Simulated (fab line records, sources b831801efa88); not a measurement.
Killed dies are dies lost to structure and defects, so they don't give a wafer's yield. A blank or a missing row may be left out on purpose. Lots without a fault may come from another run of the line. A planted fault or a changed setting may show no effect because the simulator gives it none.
A struck lot beside a sound one | flow sky130 | 18 steps out of a route of 708
Sound: wafers L228.3, L228.4, L228.5. Struck: wafers L221.2, L221.3, L221.6. The cause comes at the end.
At each step with rows: each side's tool, then ch and its chambers, then its first start. Under that, the readings that differ: sound wafers | struck wafers | difference of the means | sigmas: that difference in standard deviations of wafers without a fault.
alike: readings whose means differ by less than 2 such deviations, and words and numbers that are the same on both sides. not compared: withheld readings, readings that some wafer has no value for, bounds like >300 that may hide the same value, and numbers for which the record gives no deviation and whose values overlap.
The two part at a step that has a row with sigmas, a row that says differs or no value, or rows on one side only. Numbers that don't overlap but have no deviation are shown without sigmas and don't part them. A reading that every wafer of one side lacks parts them only if that side has two wafers or more.

SKY_CONTACT_ETCH_18: etches Si3N4 in CHF3/O2, stops on TiN, time 39 s, target depth 75 nm.
  sound on rie_diel-03 ch 0,3; struck on rie_diel-02 ch 2,3
  alike: drypump_motor_current_A, oes_product_au, throttle_valve_pct
  not compared: rf_hours_counter_h
then, 6 steps without rows for these wafers: SKY_CONTACT_STRIP_19 (strips in O2/N2); SKY_CONTACT_STRIP_20 (strips in post etch residue remover, time 1200 s); SKY_CONTACT_CLEAN_21 (cleans in IPA, time 180 s); SKY_CONTACT_CLEAN_22 (cleans in O3/DIW); SKY_CONTACT_SPUTTER_23 (material TiN, target thk 20 nm, time 80 s); SKY_CONTACT_CVD_24 (deposits W, target thk 340 nm, time 102.12 s).
SKY_CONTACT_RS_MEAS_25: measures by four-point-probe.
  sound on film_metro-03, day 37 07:26; struck on film_metro-01, day 34 13:50
  alike: CONTACT_W_RS
SKY_CONTACT_THK_MEAS_26: measures by xrf.
  sound on film_metro-03, day 37 07:32; struck on film_metro-01, day 34 13:57
  alike: CONTACT_W_THK
SKY_CONTACT_CMP_27: polishes, stops on SiO2, t overpolish 15 s, target thk 0 nm.
  sound on cmp-02 ch 0,1, day 37 07:37; struck on cmp-01 ch 0,1, day 34 14:00
  alike: motor_current_A, overpolish_run_s, time_to_endpoint_s
SKY_METAL1_SPUTTER_00: material Ti, target thk 15 nm, time 10 s.
  sound on pvd_sputter-03, day 37 07:52; struck on pvd_sputter-02, day 34 14:18
  alike: cathode_dc_power_W, chamber_pressure_pa, throttle_valve_pct
then, 1 step without rows for these wafers: SKY_METAL1_SPUTTER_01 (material TiN, target thk 20 nm, time 16.7 s).
SKY_METAL1_SPUTTER_02: material AlCu, target thk 250 nm, time 13.3 s.
  sound on pvd_sputter-03, day 37 07:55; struck on pvd_sputter-02, day 34 14:20
  no value came back on the struck wafers for cathode_dc_power_W (W), chamber_pressure_pa (Pa), throttle_valve_pct (%), time_s (s); on the sound wafers cathode_dc_power_W (W) reads 10597 10599 10597
SKY_METAL1_SPUTTER_03: material Ti, target thk 5 nm, time 3.3 s.
  sound on pvd_sputter-03, day 37 07:56; struck on pvd_sputter-02, day 34 14:22
  alike: cathode_dc_power_W, chamber_pressure_pa, throttle_valve_pct
SKY_METAL1_SPUTTER_04: material TiN, target thk 70 nm, time 58.3 s.
  sound on pvd_sputter-03, day 37 07:58; struck on pvd_sputter-02, day 34 14:23
  alike: cathode_dc_power_W, chamber_pressure_pa, throttle_valve_pct
SKY_METAL1_RS_MEAS_05: measures by four-point-probe.
  sound on film_metro-04, day 37 08:03; struck on film_metro-04, day 34 14:28
  reading                 | sound                | struck               | difference | sigmas
  METAL1_ALCU_RS (ohm/sq) | 0.1260 0.1257 0.1254 | 8.6836 8.6512 8.6689 | +8.5422    | +99 or more
SKY_METAL1_THK_MEAS_06: measures by xrf.
  sound on film_metro-04, day 37 08:09; struck on film_metro-04, day 34 14:34
  reading              | sound             | struck         | difference | sigmas
  METAL1_ALCU_THK (nm) | 249.7 249.9 251.0 | <0.4 <0.4 <0.4 | differs    |
then, 1 step without rows for these wafers: SKY_METAL1_DEHYDRATE_07 (time 60 s).

WHERE THEY PART
First at SKY_METAL1_SPUTTER_02; last, within this record, at SKY_METAL1_THK_MEAS_06.

WHY: what the simulator had put in
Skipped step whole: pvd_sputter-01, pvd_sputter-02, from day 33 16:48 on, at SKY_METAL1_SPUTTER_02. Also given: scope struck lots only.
